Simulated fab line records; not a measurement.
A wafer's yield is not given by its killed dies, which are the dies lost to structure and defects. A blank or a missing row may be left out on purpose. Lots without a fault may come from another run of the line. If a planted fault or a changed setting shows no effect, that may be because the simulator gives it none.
fab line records    flow sfq-line
record lots=6  wafers=18  last-day=93
route steps=325 shown R5@213 I5@228 C5@240 M6@251 M8@325
lots with no fault: from the same line, run without faults
start-h: start of the lot's first displayed wafer, in hours after the record's first day    wait-h: hours since the lot's step before    " identical to the entry in the row above    L1.1+2: a row that stands for several wafers    - either no value or no given start    * or withheld: withheld    < > ~ a bound
route shown NAME@n: names a module that has steps shown in the file, with the first one's number in the route    usual: mean/standard deviation taken from wafers without a fault    same: alike in all rows    chamber/n: place in a boat    sites: readings site by site    _std_site: how widely they spread, as a standard deviation    _edge_site: outer sites' mean less inner sites'    radius-mm: how far each site lies from the wafer's centre    mask NAME#n: copy n    behind: the tool/chamber that last shaped the wafer    hold: why the lot went on hold/how many hours it stayed there/how the hold came to an end    device: the n, p or np transistor that did not switch    end of line: at the end of the route, the tests of the same wafers    step lacking rows: just its recipe    killed: at the first sort, the dies lost to defects and structure; wafer yield is something else    map: per-die view of a wafer (x killed, . not killed, _ where there is no die)
set.NAME: setting as actually run; set.NAME@STEP: the setting as run at that earlier step    model.NAME: the simulator's own value behind a step, which no gauge read
lots at selected steps of the route; one table per step, one row per wafer
services: the hour from which a tool's chamber was out of use, counted from the record's first day as start-h (under 0 if before that day), plus the number of hours and why
## steps
# step SFQ_TRILAYER_R5_DEP_SPUTTER_133
# recipe material=MoNx  base-pressure-pa=1.33e-06  target-thk-nm=40  power-w=1000  time-s=66.7  chamber-pressure-pa=0.4
# usual base-pressure-pa=1.33e-06/9.3e-08  throttle-valve-pct=29.9/0.86
lot.wafer  tool            chamber  start-h  wait-h  base-pressure-pa  throttle-valve-pct
L485.1     pvd-sputter-03  -        1473.61  0.0     1.37e-06          30.3
L485.5     "               -        "        "       1.24e-06          30.1
L485.6     "               -        "        "       1.38e-06          29.5
L487.2     pvd-sputter-05  -        1585.37  0.0     1.61e-06          29.9
L487.5     "               -        "        "       1.18e-06          29.8
L487.6     "               -        "        "       1.39e-06          29.2
L488.1     pvd-sputter-03  -        1586.57  0.0     1.23e-06          29.4
L488.4     "               -        "        "       1.26e-06          30.0
L488.6     "               -        "        "       1.22e-06          28.4
L493.1     pvd-sputter-04  -        1604.37  0.0     1.31e-06          30.2
L493.3     "               -        "        "       1.26e-06          31.6
L493.6     "               -        "        "       1.22e-06          30.6
L495.2     pvd-sputter-04  -        1607.37  0.0     1.44e-06          28.8
L495.4     "               -        "        "       1.43e-06          29.5
L495.5     "               -        "        "       1.43e-06          28.9
L496.2     pvd-sputter-05  -        1610.57  0.0     1.35e-06          30.4
L496.5     "               -        "        "       1.48e-06          29.7
L496.6     "               -        "        "       1.22e-06          29.5
# step SFQ_TRILAYER_R5_DEP_SPUTTER_134
# recipe material=Ti  base-pressure-pa=1.33e-06  target-thk-nm=5  power-w=2000  time-s=5  chamber-pressure-pa=0.4
# usual base-pressure-pa=1.33e-06/9.9e-08  throttle-valve-pct=29.9/0.85
lot.wafer  tool            chamber  start-h  wait-h  base-pressure-pa  throttle-valve-pct
L485.1     pvd-sputter-03  -        1473.66  0.0     1.39e-06          30.5
L485.5     "               -        "        "       1.32e-06          30.1
L485.6     "               -        "        "       1.37e-06          29.7
L487.2     pvd-sputter-05  -        1585.42  0.0     1.28e-06          29.8
L487.5     "               -        "        "       1.28e-06          30.0
L487.6     "               -        "        "       1.43e-06          29.5
L488.1     pvd-sputter-03  -        1586.62  0.0     1.43e-06          29.3
L488.4     "               -        "        "       1.32e-06          29.6
L488.6     "               -        "        "       1.29e-06          28.3
L493.1     pvd-sputter-04  -        1604.42  0.0     1.34e-06          30.2
L493.3     "               -        "        "       1.23e-06          31.6
L493.6     "               -        "        "       1.41e-06          30.3
L495.2     pvd-sputter-04  -        1607.42  0.0     1.26e-06          28.7
L495.4     "               -        "        "       1.38e-06          29.5
L495.5     "               -        "        "       1.32e-06          28.7
L496.2     pvd-sputter-05  -        1610.62  0.0     1.46e-06          30.4
L496.5     "               -        "        "       1.34e-06          30.2
L496.6     "               -        "        "       1.37e-06          29.4
# step SFQ_R5_RS_MEAS_933
# recipe thk-meas-gauge=four-point-probe  reads=Ti_of_TRILAYER_R5_DEP_SPUTTER_134+MoNx_of_TRILAYER_R5_DEP_SPUTTER_133+Ti_of_TRILAYER_R5_DEP_SPUTTER_132
# usual R5_MONX_RS=7.07/0.072
lot.wafer  tool           chamber  start-h  wait-h  R5_MONX_RS[ohm/sq]
L485.1     film-metro-03  -        1473.68  0.0     6.98
L485.5     "              -        "        "       6.98
L485.6     "              -        "        "       7.02
L487.2     film-metro-03  -        1585.46  0.0     7.08
L487.5     "              -        "        "       7.12
L487.6     "              -        "        "       7.12
L488.1     film-metro-01  -        1586.64  0.0     7.03
L488.4     "              -        "        "       7.05
L488.6     "              -        "        "       7.10
L493.1     film-metro-03  -        1604.44  0.0     7.01
L493.3     "              -        "        "       7.08
L493.6     "              -        "        "       7.00
L495.2     film-metro-01  -        1607.46  0.0     7.04
L495.4     "              -        "        "       7.05
L495.5     "              -        "        "       7.04
L496.2     film-metro-01  -        1610.66  0.0     7.18
L496.5     "              -        "        "       7.12
L496.6     "              -        "        "       7.14
# step SFQ_R5_THK_MEAS_934
# recipe thk-meas-gauge=xrf  reads=MoNx_of_TRILAYER_R5_DEP_SPUTTER_133
# usual R5_MONX_THK=39.8/0.47
lot.wafer  tool           chamber  start-h  wait-h  R5_MONX_THK[nm]
L485.1     film-metro-03  -        1473.80  0.1     40.1
L485.5     "              -        "        "       40.3
L485.6     "              -        "        "       40.2
L487.2     film-metro-03  -        1585.57  0.1     39.7
L487.5     "              -        "        "       39.1
L487.6     "              -        "        "       39.3
L488.1     film-metro-01  -        1586.76  0.1     40.1
L488.4     "              -        "        "       40.0
L488.6     "              -        "        "       39.7
L493.1     film-metro-03  -        1604.56  0.1     40.0
L493.3     "              -        "        "       39.6
L493.6     "              -        "        "       40.1
L495.2     film-metro-01  -        1607.57  0.1     40.2
L495.4     "              -        "        "       40.4
L495.5     "              -        "        "       40.1
L496.2     film-metro-01  -        1610.77  0.1     39.0
L496.5     "              -        "        "       39.4
L496.6     "              -        "        "       39.4
# step SFQ_TRILAYER_R5_LITHO_COAT_141
# recipe resist=BARC  spin-rpm=3000  resist-thk-nm=62
# step SFQ_TRILAYER_R5_LITHO_COAT_136
# recipe resist=KrF  spin-rpm=3000  resist-thk-nm=600
# step SFQ_TRILAYER_R5_LITHO_SOFTBAKE_140
# recipe temp-c=withheld  time-s=withheld  resist=KrF
# step SFQ_TRILAYER_R5_LITHO_EXPOSE_137
# recipe mask-id=R5  na=0.6  source-shape=conventional  sigma-outer=0.65  target-cd-nm=500  dose-mj=14.4
# step SFQ_TRILAYER_R5_LITHO_PEB_139
# recipe peb-temp-c=115  peb-time-s=60  resist=KrF
# step SFQ_TRILAYER_R5_LITHO_DEVELOP_138
# recipe time-s=60  resist=KrF
# step SFQ_R5_OVL_MEAS_935
# usual R5_OVL=-5/5.6
lot.wafer  tool        chamber  start-h  wait-h  R5_OVL[nm]
L485.1     overlay-02  -        1584.64  0.1     -6
L485.5     "           -        "        "       -7
L485.6     "           -        "        "       -7
L487.2     overlay-02  -        1601.81  0.1     -8
L487.5     "           -        "        "       -16
L487.6     "           -        "        "       -10
L488.1     overlay-02  -        1603.01  0.1     -10
L488.4     "           -        "        "       -3
L488.6     "           -        "        "       -1
L493.1     overlay-02  -        1699.76  0.1     -5
L493.3     "           -        "        "       -9
L493.6     "           -        "        "       -1
L495.2     overlay-02  -        1702.16  0.1     -9
L495.4     "           -        "        "       -7
L495.5     "           -        "        "       -7
L496.2     overlay-02  -        1704.56  0.1     -6
L496.5     "           -        "        "       -8
L496.6     "           -        "        "       -9
# step SFQ_TRILAYER_R5_BARC_OPEN_METAL_ETCH_177
# recipe mask-material=PR  chemistry=O2  target-depth-nm=125  target=BARC  icp-w=600  bias-w=80  pressure-mtorr=10  time-s=41.7
# usual drypump-motor-current-A=6.2/0.46  oes-product-au=0.685/0.0049
lot.wafer  tool          chamber  start-h  wait-h  drypump-motor-current-A  oes-product-au  rf-hours-counter-h
L485.1     rie-metal-02  0        1584.67  0.0     6.4                      0.680           13
L485.5     "             0        "        "       6.4                      0.690           -
L485.6     "             1        "        "       6.8                      0.687           -
L487.2     rie-metal-04  1        1601.84  0.0     6.2                      0.680           120
L487.5     "             0        "        "       5.7                      0.678           -
L487.6     "             1        "        "       6.2                      0.680           -
L488.1     rie-metal-02  0        1603.04  0.0     6.4                      0.682           15
L488.4     "             0        "        "       6.4                      0.684           -
L488.6     "             1        "        "       6.8                      0.688           -
L493.1     rie-metal-03  1        1699.79  0.0     6.3                      0.687           85
L493.3     "             1        "        "       6.3                      0.691           -
L493.6     "             0        "        "       5.4                      0.680           -
L495.2     rie-metal-02  0        1702.19  0.0     6.4                      0.688           28
L495.4     "             0        "        "       6.4                      0.682           -
L495.5     "             1        "        "       6.8                      0.695           -
L496.2     rie-metal-03  1        1704.59  0.0     6.3                      0.690           86
L496.5     "             0        "        "       5.4                      0.682           -
L496.6     "             1        "        "       6.3                      0.677           -
# step SFQ_TRILAYER_R5_ETCH_METAL_ETCH_139
# recipe stop-on=SiO2  mask-material=PR  chemistry=Cl2  target-depth-nm=60  icp-w=600  bias-w=80  pressure-mtorr=10  time-s=40
# usual drypump-motor-current-A=6.3/0.47  oes-product-au=0.989/0.0052
lot.wafer  tool          chamber  start-h  wait-h  drypump-motor-current-A  oes-product-au  rf-hours-counter-h  model.etch.depth-nm  model.R5.feature-depth-nm  model.KrF_of_TRILAYER_R5_LITHO_COAT_136.thk-nm
L485.1     rie-metal-02  0        1584.73  0.0     6.4                      0.863           13                  46.22                46.21                      504.1
L485.5     "             0        "        "       6.4                      0.983           -                   59.68                59.68                      500.2
L485.6     "             1        "        "       6.8                      0.994           -                   59.65                59.65                      497.5
L487.2     rie-metal-04  1        1601.90  0.0     6.3                      0.989           120                 60                   60                         498.8
L487.5     "             0        "        "       5.6                      0.988           -                   59.28                59.28                      501.9
L487.6     "             1        "        "       6.3                      0.993           -                   60                   60                         499.6
L488.1     rie-metal-02  0        1603.10  0.0     6.4                      0.858           15                  46.01                46.01                      505.7
L488.4     "             0        "        "       6.4                      0.853           -                   46.02                46.03                      506.3
L488.6     "             1        "        "       6.8                      0.997           -                   60                   60                         499.9
L493.1     rie-metal-03  1        1699.85  0.0     6.3                      0.986           85                  60                   60                         497
L493.3     "             1        "        "       6.3                      0.988           -                   60                   60                         497.6
L493.6     "             0        "        "       5.4                      0.996           -                   60                   60                         497.8
L495.2     rie-metal-02  0        1702.25  0.0     6.4                      0.994           28                  60                   60                         499.1
L495.4     "             0        "        "       6.4                      0.987           -                   59.94                59.94                      499.5
L495.5     "             1        "        "       6.8                      0.998           -                   60                   60                         498.9
L496.2     rie-metal-03  1        1704.65  0.0     6.3                      0.987           86                  59.57                59.57                      500.4
L496.5     "             0        "        "       5.4                      0.988           -                   59.95                59.95                      500.2
L496.6     "             1        "        "       6.3                      0.994           -                   60                   60                         500.1
# step SFQ_TRILAYER_R5_STRIP_STRIP_140
# recipe gas=O2  power-w=200  platen-temp-c=40  overash-fraction=0.65  chemistry=O2  pressure-mtorr=50
# step SFQ_TRILAYER_R5_STRIP_SOLV_CLEAN_141
# recipe chemistry=NMP  temp-c=70  time-s=600
# step SFQ_TRILAYER_A5C_DEP_PECVD_142
# recipe material=SiO2  temp-c=150  time-s=15.556  pressure-torr=2.4  rf-w=183.3  precursor=SiH4/N2O  target-thk-nm=70
# step SFQ_TRILAYER_I5_LITHO_COAT_149
# recipe resist=BARC  spin-rpm=3000  resist-thk-nm=62
# step SFQ_TRILAYER_I5_LITHO_COAT_144
# recipe resist=KrF  spin-rpm=3000  resist-thk-nm=650
# step SFQ_TRILAYER_I5_LITHO_SOFTBAKE_148
# recipe temp-c=withheld  time-s=withheld  resist=KrF
# step SFQ_TRILAYER_I5_LITHO_EXPOSE_145
# recipe mask-id=I5  na=0.6  source-shape=conventional  sigma-outer=0.65  target-cd-nm=700  dose-mj=21.3
# step SFQ_TRILAYER_I5_LITHO_PEB_147
# recipe peb-temp-c=115  peb-time-s=60  resist=KrF
# step SFQ_TRILAYER_I5_LITHO_DEVELOP_146
# recipe time-s=60  resist=KrF
# step SFQ_I5_OVL_MEAS_936
# usual I5_OVL=4/5.7
lot.wafer  tool        chamber  start-h  wait-h  I5_OVL[nm]
L485.1     overlay-01  -        1687.76  0.1     5
L485.5     "           -        "        "       5
L485.6     "           -        "        "       6
L487.2     overlay-01  -        1701.13  0.1     7
L487.5     "           -        "        "       -1
L487.6     "           -        "        "       9
L488.1     overlay-01  -        1702.32  0.1     1
L488.4     "           -        "        "       12
L488.6     "           -        "        "       10
L493.1     overlay-01  -        1797.36  0.1     -3
L493.3     "           -        "        "       -4
L493.6     "           -        "        "       7
L495.2     overlay-01  -        1802.16  0.1     14
L495.4     "           -        "        "       12
L495.5     "           -        "        "       12
L496.2     overlay-02  -        1805.76  0.1     12
L496.5     "           -        "        "       3
L496.6     "           -        "        "       3
# step SFQ_TRILAYER_I5_BARC_OPEN_VIA_ETCH_200
# recipe mask-material=PR  chemistry=O2  target-depth-nm=125  target=BARC  source-w=500  bias-w=80  pressure-mtorr=30  time-s=41.7
# step SFQ_TRILAYER_I5_ETCH_VIA_ETCH_147
# recipe stop-on=Nb  mask-material=PR  chemistry=CHF3  target-depth-nm=360  source-w=500  bias-w=80  pressure-mtorr=30  time-s=withheld
# step SFQ_TRILAYER_I5_STRIP_STRIP_148
# recipe gas=O2  power-w=200  platen-temp-c=40  overash-fraction=0.65  chemistry=O2  pressure-mtorr=50
# step SFQ_TRILAYER_I5_STRIP_SOLV_CLEAN_149
# recipe chemistry=NMP  temp-c=70  time-s=600
# step SFQ_TRILAYER_C5_LITHO_COAT_156
# recipe resist=BARC  spin-rpm=3000  resist-thk-nm=62
# step SFQ_TRILAYER_C5_LITHO_COAT_151
# recipe resist=KrF  spin-rpm=3000  resist-thk-nm=650
# step SFQ_TRILAYER_C5_LITHO_SOFTBAKE_155
# recipe temp-c=withheld  time-s=withheld  resist=KrF
# step SFQ_TRILAYER_C5_LITHO_EXPOSE_152
# recipe mask-id=C5  na=0.6  source-shape=conventional  sigma-outer=0.65  target-cd-nm=500  dose-mj=21.3
# step SFQ_TRILAYER_C5_LITHO_PEB_154
# recipe peb-temp-c=115  peb-time-s=60  resist=KrF
# step SFQ_TRILAYER_C5_LITHO_DEVELOP_153
# recipe time-s=60  resist=KrF
# step SFQ_C5_OVL_MEAS_937
# usual C5_OVL=-2/6.3
lot.wafer  tool        chamber  start-h  wait-h  C5_OVL[nm]
L485.1     overlay-01  -        1792.56  0.1     3
L485.5     "           -        "        "       2
L485.6     "           -        "        "       -6
L487.2     overlay-02  -        1800.96  0.1     -9
L487.5     "           -        "        "       -9
L487.6     "           -        "        "       -3
L488.1     overlay-02  -        1803.36  0.1     5
L488.4     "           -        "        "       3
L488.6     "           -        "        "       3
L493.1     overlay-01  -        1862.26  0.1     -3
L493.3     "           -        "        "       -3
L493.6     "           -        "        "       -5
L495.2     overlay-01  -        1864.66  0.1     0
L495.4     "           -        "        "       0
L495.5     "           -        "        "       6
L496.2     overlay-01  -        1865.86  0.1     9
L496.5     "           -        "        "       10
L496.6     "           -        "        "       8
# step SFQ_TRILAYER_C5_BARC_OPEN_VIA_ETCH_210
# recipe mask-material=PR  chemistry=O2  target-depth-nm=125  target=BARC  source-w=500  bias-w=80  pressure-mtorr=30  time-s=41.7
# step SFQ_TRILAYER_C5_ETCH_VIA_ETCH_154
# recipe target=SiO2  mask-material=PR  chemistry=CHF3  target-depth-nm=84  source-w=500  bias-w=80  pressure-mtorr=30  time-s=withheld  stop-on=Nb
# usual drypump-motor-current-A=5.9/0.42  oes-product-au=0.895/0.008
lot.wafer  tool         chamber  start-h  wait-h  drypump-motor-current-A  oes-product-au
L485.1     rie-diel-02  3        1792.63  0.0     6.2                      0.891
L485.5     "            2        "        "       5.6                      0.904
L485.6     "            3        "        "       6.1                      0.885
L487.2     rie-diel-04  2        1801.03  0.0     5.4                      0.876
L487.5     "            0        "        "       5.9                      0.895
L487.6     "            2        "        "       5.3                      0.909
L488.1     rie-diel-02  1        1803.43  0.0     5.8                      0.890
L488.4     "            2        "        "       5.6                      0.906
L488.6     "            1        "        "       5.8                      0.915
L493.1     rie-diel-01  0        1862.33  0.0     5.8                      0.891
L493.3     "            3        "        "       6.6                      0.889
L493.6     "            2        "        "       5.1                      0.901
L495.2     rie-diel-02  0        1864.73  0.0     6.2                      0.891
L495.4     "            3        "        "       6.1                      0.896
L495.5     "            0        "        "       6.2                      0.904
L496.2     rie-diel-01  3        1865.93  0.0     6.6                      0.892
L496.5     "            0        "        "       5.8                      0.904
L496.6     "            2        "        "       5.1                      0.904
# step SFQ_TRILAYER_C5_STRIP_STRIP_155
# recipe gas=O2  power-w=200  platen-temp-c=40  overash-fraction=0.65  chemistry=O2  pressure-mtorr=50
# usual drypump-motor-current-A=5.9/0.33  oes-product-au=0.998/0.0068
lot.wafer  tool          chamber  start-h  wait-h  drypump-motor-current-A  oes-product-au  rf-hours-counter-h
L485.1     rie-metal-01  1        1792.68  -       6.0                      1.000           36
L485.5     "             1        "        "       5.9                      0.994           -
L485.6     "             0        "        "       5.8                      0.994           -
L487.2     rie-metal-03  1        1801.28  -       6.3                      1.002           -
L487.5     "             1        "        "       6.3                      1.001           -
L487.6     "             1        "        "       6.3                      0.993           -
L488.1     rie-metal-04  0        1803.48  -       5.7                      1.013           51
L488.4     "             0        "        "       5.7                      0.999           -
L488.6     "             1        "        "       6.3                      1.004           -
L493.1     rie-metal-03  0        1862.38  -       5.4                      0.998           15
L493.3     "             1        "        "       6.3                      0.996           -
L493.6     "             1        "        "       6.3                      0.992           -
L495.2     rie-metal-01  1        1864.78  -       5.9                      0.997           49
L495.4     "             0        "        "       5.7                      1.000           -
L495.5     "             0        "        "       5.7                      1.008           -
L496.2     rie-metal-04  0        1865.98  -       5.7                      0.991           61
L496.5     "             0        "        "       5.7                      0.998           -
L496.6     "             1        "        "       6.2                      1.002           -
# step SFQ_TRILAYER_C5_STRIP_SOLV_CLEAN_156
# recipe chemistry=NMP  temp-c=70  time-s=600
# step SFQ_TRILAYER_M6_DEP_PRE_CLEAN_158
# recipe gas=Ar  time-s=22.5  bias-v=250
# step SFQ_TRILAYER_M6_DEP_SPUTTER_157
# recipe material=Nb  base-pressure-pa=1.33e-06  chamber-pressure-pa=0.1333  substrate-temp-c=20  target-thk-nm=200  power-w=2000  time-s=133.3
# step SFQ_M6_RS_MEAS_938
# recipe thk-meas-gauge=four-point-probe  reads=Nb_of_TRILAYER_M6_DEP_SPUTTER_157
# usual M6_NB_RS=0.896/0.0086
lot.wafer  tool           chamber  start-h  wait-h  M6_NB_RS[ohm/sq]
L485.1     film-metro-04  -        1793.58  0.0     0.895
L485.5     "              -        "        "       0.904
L485.6     "              -        "        "       0.898
L487.2     film-metro-02  -        1802.60  0.1     0.899
L487.5     "              -        "        "       0.900
L487.6     "              -        "        "       0.912
L488.1     film-metro-04  -        1804.38  0.0     0.889
L488.4     "              -        "        "       0.883
L488.6     "              -        "        "       0.891
L493.1     film-metro-02  -        1863.28  0.0     0.888
L493.3     "              -        "        "       0.893
L493.6     "              -        "        "       0.897
L495.2     film-metro-02  -        1865.90  0.1     0.875
L495.4     "              -        "        "       0.874
L495.5     "              -        "        "       0.870
L496.2     film-metro-04  -        1866.90  0.1     0.898
L496.5     "              -        "        "       0.904
L496.6     "              -        "        "       0.898
# step SFQ_M8_BOW_MEAS_951
# recipe mode=bow
# usual M8_BOW=8/12
lot.wafer  tool           chamber  start-h  wait-h  M8_BOW[um]  model.etest.r5.comb-log10-ohm
L485.1     film-metro-03  -        2150.99  0.0     -2          0
L485.5     "              -        "        "       4           12
L485.6     "              -        "        "       12          12
L487.2     film-metro-02  -        2159.49  0.0     13          12
L487.5     "              -        "        "       9           12
L487.6     "              -        "        "       -8          12
L488.1     film-metro-02  -        2165.41  0.0     -3          0
L488.4     "              -        "        "       -11         0
L488.6     "              -        "        "       -10         12
L493.1     film-metro-02  -        2211.79  0.0     9           12
L493.3     "              -        "        "       16          12
L493.6     "              -        "        "       28          12
L495.2     film-metro-02  -        2220.23  0.0     -8          12
L495.4     "              -        "        "       -14         12
L495.5     "              -        "        "       -17         12
L496.2     film-metro-02  -        2223.81  0.0     16          12
L496.5     "              -        "        "       31          12
L496.6     "              -        "        "       21          12
## services
tool            chamber  start-h  hours  kind
rie-metal-02    -        1457.38  5.9    repair
rie-diel-02     -        1460.33  0.1    repair
rie-metal-04    1        1511.06  3.7    repair
rie-diel-02     0        1516.96  5.9    repair
rie-metal-03    1        1519.43  3.0    repair
pvd-sputter-03  -        1521.05  12.4   repair
rie-diel-02     3        1546.45  7.5    repair
pvd-sputter-03  -        1556.54  5.2    repair
rie-diel-02     -        1571.15  1.2    repair
pvd-sputter-03  -        1603.38  0.5    repair
rie-metal-04    -        1612.39  10.0   pm
rie-metal-03    -        1625.62  2.8    pm
rie-metal-04    0        1635.75  5.9    repair
rie-metal-04    1        1659.25  7.7    repair
pvd-sputter-05  -        1670.34  3.5    repair
rie-metal-04    -        1694.71  14.6   pm
rie-metal-02    -        1719.87  0.2    repair
pvd-sputter-03  -        1758.48  2.1    repair
rie-metal-03    -        1772.94  0.4    repair
rie-metal-03    0        1795.07  17.4   repair
rie-metal-02    0        1816.86  16.9   repair
pvd-sputter-04  -        1820.50  0.6    repair
rie-metal-03    -        1822.11  0.4    repair
rie-metal-02    -        1832.20  5.5    repair
## key
first-sign step=SFQ_TRILAYER_R5_ETCH_METAL_ETCH_139  reading=oes-product-au  direction=down  sigmas=25  usual=0.989  struck=0.858
effect none on later readings
model-effect step=SFQ_TRILAYER_R5_ETCH_METAL_ETCH_139  value=etch.depth-nm  without=59.66  struck=46.08
model-effect step=SFQ_M8_BOW_MEAS_951  value=etest.r5.comb-log10-ohm  without=12  struck=0
met-at SFQ_TRILAYER_R5_ETCH_METAL_ETCH_139
struck-wafers L485.1,L488.1,L488.4
fault kind=process-parameter-drift  tool=rie-metal-02  chamber=-  onset-h=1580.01  steps=SFQ_TRILAYER_R5_ETCH_METAL_ETCH_139  channel=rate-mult  offset=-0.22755  shape=step  end-h=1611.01  scope=struck-wafers-only
